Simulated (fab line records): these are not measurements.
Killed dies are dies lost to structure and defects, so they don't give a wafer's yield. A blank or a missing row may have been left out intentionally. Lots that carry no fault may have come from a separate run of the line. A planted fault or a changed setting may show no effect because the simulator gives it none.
fab line records	flow sky130
record lots=5	wafers=15	lastDay=50
route steps=708 shown SONOS_TUNNEL@160 SONOS_ONO@168 GATE_OXIDE@187 PAD_OPEN@708
lots that met no fault: taken from a fault-free run of the same line
startH: hours from the record's opening day to when the first of the lot's shown wafers began	waitH: hours elapsed since this lot's preceding step	" as in the row above	L1.1+2: a row that stands for several wafers	- value missing, or start not given	* or withheld: withheld	< > ~ a bound
route shown NAME@n: names a module that has steps shown in the file, with the first one's number in the route	usual: the fault-free wafers' mean and standard deviation	same: alike in all rows	chamber/n: place in a boat	sites: readings site by site	_std_site: standard deviation of those values	_edge_site: mean of outer sites minus mean of inner sites	radiusMm: how far each site lies from the wafer's centre	mask NAME#n: copy n	behind: the tool/chamber that last shaped the wafer	hold: reason for holding the lot/hours on hold/outcome of the hold	device: the transistor (n, p or np) that didn't switch	end of line: at the end of the route, the tests of the same wafers	a step with no rows: only its recipe	killed: at the first sort, the dies lost to defects and structure; wafer yield is something else	map: the dies of a wafer, with x for killed, . for not killed, _ for no die there
set.NAME: the run value of the setting; set.NAME@STEP: its run value at that earlier step	model.NAME: the simulator's own value behind a step, which no gauge read
lots at some steps of the route; a table a step, a row a wafer
services: from which hour (startH, from the record's first day; less than 0 if before it) a tool's chamber was out of use, for how many hours, and why
## steps
# step SKY_SONOS_TUNNEL_DEVELOP_06
# recipe resist=NOVOLAK	developer=TMAH	developTimeS=60	devTempC=23
# step SKY_SONOS_TUNNEL_IMPLANT_09
# recipe species=B	energyKev=20	doseCm2=1e+12	tiltDeg=withheld
# step SKY_SONOS_TUNNEL_WET_ETCH_10
# recipe chemistry=dHF	targetDepthNm=14	target=SiO2	dilution=100:1	tempC=25	timeS=280
# step SKY_SONOS_TUNNEL_STRIP_11
# recipe chemistry=SPM	timeS=600	tempC=130
# step SKY_SONOS_TUNNEL_CLEAN_13
# recipe chemistry=dHF	timeS=20	dilution=100:1	dry=ipaMarangoni
# step SKY_SONOS_ONO_OXIDATION_00
# recipe tempC=800	ambient=O2	idleTempC=700	rampUpCPerMin=10	rampDownCPerMin=3	stabiliseS=600	purgeS=300	targetThkA=26	oxTimeS=1249
# step SKY_SONOS_ONO_CVD_02
# recipe material=Si3N4	precursor=DCS/NH3	targetThkNm=10.5	tempC=770	timeS=180	pressureMtorr=250
# step SKY_SONOS_ONO_CVD_04
# recipe material=SiO2	precursor=SiH4/N2O	targetThkNm=5.7199	tempC=900	pressureMtorr=400
# usual spikeTcBottomC=918.0/2.8	spikeTcCentreC=901.5/1.2	spikeTcLowerC=901.2/1.1	spikeTcTopC=915.7/1.3	spikeTcUpperC=901.5/1.1	susceptorTempC=900.0/0.38
lot.wafer	tool	chamber	startH	waitH	spikeTcBottomC	spikeTcCentreC	spikeTcLowerC	spikeTcTopC	spikeTcUpperC	susceptorTempC	model.SiO2_of_SONOS_ONO_CVD_04.thkNm
L747.1	lpcvd-03	1	291.93	0.1	915.3	899.9	900.1	915.0	901.6	900.5	5.744
L747.2	"	1	"	"	913.4	900.7	900.3	915.9	902.0	900.5	5.706
L747.5	"	1	"	"	915.0	900.2	899.4	912.6	900.2	899.9	5.652
L750.1	lpcvd-03	0	321.68	0.1	927.4	909.0	907.5	922.1	906.3	907.2	6.306
L750.3	"	0	"	"	925.7	910.3	907.9	923.2	908.2	908.0	6.487
L750.4	"	0	"	"	925.9	909.0	909.7	922.1	907.6	907.4	6.532
L751.1	lpcvd-03	0	327.22	0.1	926.4	909.0	906.9	922.4	907.2	907.2	6.321
L751.2	"	0	"	"	926.3	909.9	908.6	923.2	906.7	907.0	6.277
L751.3	"	0	"	"	927.9	908.2	907.5	921.8	910.1	907.3	6.327
L752.1	lpcvd-03	1	327.22	0.1	923.6	906.5	906.7	921.1	908.2	907.1	6.433
L752.2	"	1	"	"	922.0	908.6	906.8	922.0	909.4	906.5	6.51
L752.4	"	1	"	"	922.0	908.9	907.5	922.9	907.4	907.5	6.351
L763.2	lpcvd-03	0	420.29	0.7	920.1	903.2	901.4	916.1	901.1	900.7	5.778
L763.3	"	0	"	"	920.2	902.5	900.0	917.0	901.0	900.2	5.775
L763.5	"	0	"	"	921.7	902.9	902.3	917.5	901.4	900.1	5.707
# step SKY_SONOS_ONO_THK_MEAS_05
# recipe reads=SiO2_of_SONOS_ONO_CVD_04
# usual SONOS_ONO_CVD_04_THK=5.68/0.085
lot.wafer	tool	chamber	startH	waitH	SONOS_ONO_CVD_04_THK[nm]
L747.1	filmMetro-02	-	293.18	0.0	5.75
L747.2	"	-	"	"	5.73
L747.5	"	-	"	"	5.64
L750.1	filmMetro-01	-	322.93	0.0	6.24
L750.3	"	-	"	"	6.44
L750.4	"	-	"	"	6.51
L751.1	filmMetro-01	-	328.47	0.0	6.31
L751.2	"	-	"	"	6.24
L751.3	"	-	"	"	6.35
L752.1	filmMetro-02	-	328.47	0.0	6.45
L752.2	"	-	"	"	6.52
L752.4	"	-	"	"	6.35
L763.2	filmMetro-02	-	421.55	0.0	5.76
L763.3	"	-	"	"	5.80
L763.5	"	-	"	"	5.70
# step SKY_SONOS_ONO_DEHYDRATE_06
# recipe tempC=200	timeS=60
# step SKY_SONOS_ONO_HMDS_07
# recipe primeTimeS=60	primeTempC=120
# step SKY_SONOS_ONO_COAT_08
# recipe resist=NOVOLAK	spinRpm=3000	resistThkNm=1140
# step SKY_SONOS_ONO_SOFTBAKE_09
# recipe tempC=90	timeS=59.1	resist=NOVOLAK
# step SKY_SONOS_ONO_EXPOSE_10
# recipe maskId=ONOM	targetCdNm=410	na=0.6	sourceShape=conventional	sigmaOuter=0.6	doseMj=150
# step SKY_SONOS_ONO_PEB_11
# recipe tempC=withheld	timeS=*	resist=NOVOLAK
# step SKY_SONOS_ONO_DEVELOP_12
# recipe developTimeS=60	devTempC=23
# step SKY_SONOS_ONO_ETCH_15
# recipe targetDepthNm=19.52	chemistry=CHF3/O2	sourceW=600	biasW=200	pressureMtorr=40	chf3FlowSccm=50	O2_flow_sccm=5	timeS=7.8
# step SKY_SONOS_ONO_WET_ETCH_16
# recipe chemistry=dHF	targetDepthNm=14	dry=n2Spin	target=SiO2	dilution=100:1	tempC=25	timeS=280
# step SKY_SONOS_ONO_STRIP_17
# recipe chemistry=O2/N2	powerW=1400	pressureMtorr=1500	platenTempC=withheld	o2FlowSccm=3000	n2FlowSccm=300	overashFraction=0.5
# step SKY_SONOS_ONO_WET_ETCH_18
# recipe chemistry=H3PO4	targetDepthNm=15	target=Si3N4	tempC=160	timeS=172
# step SKY_GATE_OXIDE_CLEAN_00
# recipe chemistry=SC1/SC2	mix=1:4:20	tempC=70	timeS=150	dry=n2Spin
# step SKY_GATE_OXIDE_OXIDATION_01
# recipe tempC=900	ambient=O2	stabiliseS=600	purgeS=300	targetThkA=102.68	oxTimeS=1473
# step SKY_GATE_OXIDE_DEHYDRATE_03
# recipe tempC=200	timeS=60
# step SKY_GATE_OXIDE_HMDS_04
# recipe primeTimeS=60	primeTempC=120
# step SKY_GATE_OXIDE_COAT_05
# recipe resist=NOVOLAK	spinRpm=3000	resistThkNm=1140
# step SKY_GATE_OXIDE_SOFTBAKE_06
# recipe tempC=90	timeS=60	resist=NOVOLAK
# step SKY_GATE_OXIDE_EXPOSE_07
# recipe maskId=LVOM	na=0.6	sourceShape=conventional	sigmaOuter=0.6	polarization=unpolarized	targetCdNm=600	doseMj=170
# step SKY_GATE_OXIDE_PEB_08
# recipe tempC=withheld	timeS=*	resist=NOVOLAK
# step SKY_GATE_OXIDE_DEVELOP_09
# recipe resist=NOVOLAK	developer=TMAH	developTimeS=60	devTempC=23
# step SKY_GATE_OXIDE_IMPLANT_11
# recipe species=B	energyKev=10	doseCm2=2.6e+12	tiltDeg=withheld
# step SKY_GATE_OXIDE_WET_ETCH_12
# recipe chemistry=dHF	targetDepthNm=16.8	dry=n2Spin	target=SiO2	dilution=100:1	tempC=25	timeS=336
# step SKY_GATE_OXIDE_STRIP_13
# recipe chemistry=O2/N2	powerW=1400	pressureMtorr=1500	platenTempC=withheld	o2FlowSccm=3000	n2FlowSccm=300	overashFraction=0.5
# step SKY_GATE_OXIDE_CLEAN_15
# recipe chemistry=SC1/SC2	mix=1:4:20	tempC=70	timeS=150	dry=n2Spin
lot.wafer	tool	chamber	startH	waitH	model.SiO2_of_SONOS_ONO_CVD_04.thkNm
L747.1	wetBench-04	0	349.29	0.1	4.217
L747.2	"	0	"	"	4.176
L747.5	"	0	"	"	4.126
L750.1	wetBench-03	2	379.77	0.1	4.781
L750.3	"	2	"	"	4.961
L750.4	"	2	"	"	5.005
L752.1	wetBench-04	0	385.11	0.1	4.905
L752.2	"	0	"	"	4.983
L752.4	"	0	"	"	4.826
L751.1	wetBench-03	0	385.41	0.1	4.806
L751.2	"	0	"	"	4.768
L751.3	"	0	"	"	4.813
L763.2	wetBench-02	1	486.39	0.0	4.264
L763.3	"	1	"	"	4.265
L763.5	"	1	"	"	4.198
# step SKY_PAD_OPEN_PROBE_99
# usual killed_at_M0_to_M3=44/7.1	killed_at_M4_up=3.1/1.9	killedAtContacts=25/5.8	killedAtFrontEnd=16/4.5	killedAtOther=0.3/0.52	killedDies=88/9.1	killedOpen=48/6.8	killedShort=39/5.8
# same grossDies=492	killedAtBackSide=0
lot.wafer	tool	chamber	startH	waitH	killed_at_M0_to_M3	killed_at_M4_up	killedAtContacts	killedAtFrontEnd	killedAtOther	killedDies	killedOpen	killedShort	model.etest.sonosErased.driveUaUm	model.etest.sonosUncharged.rOnOhmUm	model.etest.capOno.gateLog10ACm2	model.etest.capOno.gateBvV	model.etest.capOno.toxAccNm	model.etest.sonosProgrammed.offLog10AUm	model.etest.sonosProgrammed.vtV	model.etest.sonosErased.vtV
L747.1	prober-02	-	1104.86	0.1	30	2	37	12	1	82	42	40	181.7	813.4	-7.877	16.19	12.79	-13.9	1.485	-2.316
L747.2	prober-02	-	1104.91	0.1	40	3	24	21	0	88	54	34	176.1	806.3	-7.903	16.25	12.9	-13.92	1.463	-2.273
L747.5	prober-02	-	1105.06	0.2	33	4	22	20	0	79	42	36	236.9	805.5	-7.841	16.42	12.79	-14.08	1.441	-2.351
L751.1	prober-01	-	1137.02	0.1	58	8	32	13	0	111	54	57	156	828.2	-8.53	17.1	13.3	-13.96	1.196	-2.063
L751.2	prober-01	-	1137.07	0.1	59	4	26	14	0	103	51	50	156.9	835.5	-8.506	17.27	13.37	-13.93	1.25	-2.058
L751.3	prober-01	-	1137.12	0.2	44	8	18	7	0	77	41	35	130	836	-8.613	17.17	13.34	-13.93	1.207	-2.019
L750.1	prober-02	-	1138.00	0.1	60	1	18	12	0	91	58	33	148.7	843.5	-8.905	16.96	13.62	-13.53	1.017	-1.935
L750.3	prober-02	-	1138.10	0.2	42	8	23	19	0	92	47	45	146.6	855.7	-9.011	17.39	13.74	-13.28	0.9541	-1.858
L750.4	prober-02	-	1138.15	0.2	55	2	23	19	0	99	55	43	136.8	874.4	-9.197	17.28	13.84	-12.75	0.8765	-1.768
L752.1	prober-01	-	1139.30	0.1	40	6	31	21	0	98	49	49	129	837.1	-9.188	16.84	13.83	-13.07	0.9566	-1.743
L752.2	prober-01	-	1139.35	0.1	46	3	34	12	0	95	49	46	149.6	834.3	-9.216	17.8	13.85	-13.18	0.939	-1.795
L752.4	prober-01	-	1139.45	0.2	38	1	37	12	0	88	47	41	149.3	834.8	-8.993	17.46	13.7	-13.35	1.008	-1.87
L763.2	prober-02	-	1191.66	0.1	57	4	38	10	0	109	59	50	202.6	802.6	-8.162	16.56	13.09	-14.03	1.388	-2.227
L763.3	prober-02	-	1191.71	0.2	47	4	28	15	0	94	51	42	177.4	814.8	-8.346	17.02	13.2	-13.87	1.286	-2.122
L763.5	prober-02	-	1191.81	0.2	50	5	24	8	0	87	49	37	162.7	808.2	-8.025	16.27	12.99	-13.94	1.411	-2.187
# killed by level:class
L747.1 LI_CONTACT:geometricParticle:open=9 LOCAL_INTERCONNECT:geometricParticle:short=9 CONTACT:geometricParticle:short=8 VIA3:geometricParticle:open=6 CONTACT:geometricParticle:open=6 VIA1:geometricParticle:open=6 FIELD_ISO:geometricParticle:open=3 POLY_GATE:geometricParticle:short=3
L747.2 CONTACT:geometricParticle:open=11 FIELD_ISO:geometricParticle:open=7 VIA2:geometricParticle:open=7 VIA1:geometricParticle:open=7 LI_CONTACT:geometricParticle:open=6 VIA1:geometricParticle:short=6 POLY_GATE:geometricParticle:open=5 CONTACT:geometricParticle:short=5
L747.5 VIA1:geometricParticle:open=9 LI_CONTACT:geometricParticle:open=7 POLY_GATE:geometricParticle:open=5 POLY_GATE:geometricParticle:short=5 CONTACT:geometricParticle:short=5 VIA2:geometricParticle:open=5 VIA3:geometricParticle:open=5 LOCAL_INTERCONNECT:geometricParticle:short=4
L751.1 CONTACT:geometricParticle:open=15 METAL1:geometricParticle:short=10 VIA1:geometricParticle:open=9 METAL2:geometricParticle:short=8 CONTACT:geometricParticle:short=8 VIA2:geometricParticle:open=8 METAL4:geometricParticle:short=6 VIA3:geometricParticle:short=6
L751.2 VIA1:geometricParticle:open=15 CONTACT:geometricParticle:open=8 METAL3:geometricParticle:short=8 METAL2:geometricParticle:short=7 VIA3:geometricParticle:open=6 LOCAL_INTERCONNECT:geometricParticle:short=6 METAL1:geometricParticle:short=6 VIA1:geometricParticle:short=6
L751.3 VIA1:geometricParticle:open=10 VIA2:geometricParticle:open=8 VIA3:geometricParticle:open=7 METAL1:geometricParticle:short=5 METAL4:geometricParticle:short=5 LOCAL_INTERCONNECT:geometricParticle:short=4 LI_CONTACT:geometricParticle:open=4 METAL2:geometricParticle:short=4
L750.1 VIA1:geometricParticle:open=23 CONTACT:geometricParticle:open=11 VIA2:geometricParticle:open=7 METAL2:geometricParticle:short=7 FIELD_ISO:geometricParticle:open=4 POLY_GATE:geometricParticle:short=4 METAL1:geometricParticle:short=4 VIA3:geometricParticle:open=4
L750.3 VIA1:geometricParticle:open=8 CONTACT:geometricParticle:open=7 METAL4:geometricParticle:short=7 VIA2:geometricParticle:open=6 LI_CONTACT:geometricParticle:open=6 FIELD_ISO:geometricParticle:open=5 FIELD_ISO:geometricParticle:short=5 CONTACT:geometricParticle:short=5
L750.4 VIA1:geometricParticle:open=15 VIA3:geometricParticle:open=11 VIA1:geometricParticle:short=9 LI_CONTACT:geometricParticle:open=7 METAL2:geometricParticle:short=6 FIELD_ISO:geometricParticle:short=5 FIELD_ISO:geometricParticle:open=5 LOCAL_INTERCONNECT:geometricParticle:short=5
L752.1 VIA1:geometricParticle:open=12 CONTACT:geometricParticle:open=10 LOCAL_INTERCONNECT:geometricParticle:short=8 FIELD_ISO:geometricParticle:short=7 LI_CONTACT:geometricParticle:open=5 CONTACT:geometricParticle:short=4 VIA1:geometricParticle:short=4 METAL2:geometricParticle:short=4
L752.2 VIA1:geometricParticle:open=12 CONTACT:geometricParticle:open=12 CONTACT:geometricParticle:short=6 METAL1:geometricParticle:short=6 POLY_GATE:geometricParticle:short=5 LI_CONTACT:geometricParticle:short=5 LI_CONTACT:geometricParticle:open=5 VIA2:geometricParticle:open=5
L752.4 LOCAL_INTERCONNECT:geometricParticle:short=11 CONTACT:geometricParticle:open=11 VIA1:geometricParticle:open=11 CONTACT:geometricParticle:short=7 VIA1:geometricParticle:short=7 POLY_GATE:geometricParticle:open=5 LI_CONTACT:geometricParticle:open=4 LOCAL_INTERCONNECT:geometricParticle:open=4
L763.2 VIA1:geometricParticle:open=15 CONTACT:geometricParticle:open=12 LI_CONTACT:geometricParticle:open=8 VIA1:geometricParticle:short=8 LOCAL_INTERCONNECT:geometricParticle:short=7 VIA3:geometricParticle:open=6 VIA3:geometricParticle:short=6 CONTACT:geometricParticle:short=6
L763.3 LI_CONTACT:geometricParticle:open=11 CONTACT:geometricParticle:open=9 METAL1:geometricParticle:short=8 VIA2:geometricParticle:open=7 METAL2:geometricParticle:short=6 VIA3:geometricParticle:open=6 CONTACT:geometricParticle:short=5 VIA1:geometricParticle:short=5
L763.5 VIA1:geometricParticle:open=11 LI_CONTACT:geometricParticle:open=9 VIA1:geometricParticle:short=9 VIA3:geometricParticle:open=8 VIA2:geometricParticle:open=6 CONTACT:geometricParticle:open=6 CONTACT:geometricParticle:short=5 METAL1:geometricParticle:short=5
## services
tool	chamber	startH	hours	kind
wetBench-04	-	290.58	2.9	repair
lpcvd-03	-	390.65	2.8	pm
lpcvd-03	-	419.46	0.8	pm
lpcvd-03	-	439.77	2.6	repair
## key
firstSign step=SKY_SONOS_ONO_CVD_04	reading=susceptorTempC	direction=up	sigmas=19	usual=*	struck=*
effect step=SKY_SONOS_ONO_CVD_04	reading=spikeTcCentreC	direction=up	sigmas=6.2	usual=901.5	struck=908.8
effect step=SKY_SONOS_ONO_THK_MEAS_05	reading=SONOS_ONO_CVD_04_THK	direction=up	sigmas=8.2	usual=5.68	struck=6.38
modelEffect step=SKY_SONOS_ONO_CVD_04	value=SiO2_of_SONOS_ONO_CVD_04.thkNm	without=5.705	struck=6.394
modelEffect step=SKY_GATE_OXIDE_CLEAN_15	value=SiO2_of_SONOS_ONO_CVD_04.thkNm	without=4.183	struck=4.872
modelEffect step=SKY_PAD_OPEN_PROBE_99	value=etest.sonosErased.driveUaUm	without=184.2	struck=144.8
metAt SKY_SONOS_ONO_CVD_04
struckWafers L750.1,L750.3,L750.4,L751.1,L751.2,L751.3,L752.1,L752.2,L752.4
testerLeftOut L750,L751,L752
onsetBetween 291.93 321.68
fault kind=processParameterDrift	tool=lpcvd-03	chamber=-	onsetH=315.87	steps=SKY_SONOS_ONO_CVD_04	channel=tempC	offset=*	shape=step	endH=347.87	stated=*
# testerLeftOut: of these lots the tester's yield and bins aren't shown, on N5 and GAA mostly nor the transistor test; their killed dies are dies lost to structure and defects alone, not to doping, threshold or leakage, so they don't give the yield
